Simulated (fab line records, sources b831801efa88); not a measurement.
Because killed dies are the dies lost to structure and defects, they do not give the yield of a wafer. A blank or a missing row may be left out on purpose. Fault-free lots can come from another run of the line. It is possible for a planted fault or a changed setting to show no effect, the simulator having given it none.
Chamber matching ; flow gf180mcu ; cmp-02 running GF_V5_CMP_26: 4 sister chambers
The step polishes, stops on SiO2, t overpolish 15 s, target thk 0 nm. 18 wafers are shown with their chamber, then 9 later ones without.

## EACH WAFER AND ITS CHAMBER
wafer;chamber;motor-current-A (A);time-to-endpoint-s (s);overpolish-run-s (s)
L946.1;0;13.3;94;14.993
L946.2;2;14.8;93;14.992
L946.4;1;8.9;85;15.009
L948.1;0;13.8;95;15.000
L948.4;1;8.8;91;15.005
L948.6;1;9.2;86;15.008
L949.1;1;8.8;88;15.002
L949.3;0;13.8;92;14.992
L949.6;1;9.2;87;14.994
L951.3;1;8.5;86;14.998
L951.4;2;14.6;94;14.985
L951.6;0;13.3;96;14.999
L954.2;1;8.4;88;14.979
L954.4;3;13.6;92;15.000
L954.6;3;12.9;87;14.997
L955.1;0;13.5;96;15.015
L955.2;3;13.4;91;15.000
L955.4;1;8.2;89;14.992

SIGNATURES, as means of the wafers listed above
reading;chamber 0;chamber 1;chamber 2;chamber 3;scatter within a chamber
motor-current-A;13.540;8.750;14.700;13.300;0.322
time-to-endpoint-s;94.60;87.50;93.50;90.00;1.92
overpolish-run-s;14.99980;14.99837;14.98850;14.99900;0.00873
Rule: a wafer lies at a distance from a chamber equal to the root of the sum of squares, over the readings, of (its reading less the chamber's mean, divided by the reading's scatter). The wafer belongs to the nearest chamber; if the next one is less than 2 further off, it can't be placed. How the scatter is found: for the shown wafers, subtract from each reading the mean of its chamber, square and add these, divide the total by (wafers less chambers), then take the root.

## WAFERS MISSING THEIR CHAMBER
wafer;motor-current-A (A);time-to-endpoint-s (s);overpolish-run-s (s)
L956.1;8.8;85;14.988
L956.2;15.5;89;14.994
L956.4;13.5;86;15.004
L957.2;9.0;88;14.977
L957.3;13.5;95;14.976
L957.6;13.4;88;14.995
L960.2;13.3;99;15.009
L960.3;13.6;88;14.993
L960.4;14.8;95;15.013

## CHAMBER TAKEN BY EACH
wafer;from the rows above;in truth
L956.1;1;1
L956.2;2;2
L956.4;3;3
L957.2;1;1
L957.3;can't be placed: 0 or 3 or 2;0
L957.6;3;3
L960.2;0;0
L960.3;can't be placed: 3 or 0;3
L960.4;can't be placed: 2 or 0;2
Placed correctly: 6 of 9. Can't be placed from these rows: 3 (the true chamber is among the candidates in 3). 0 placed wrongly.
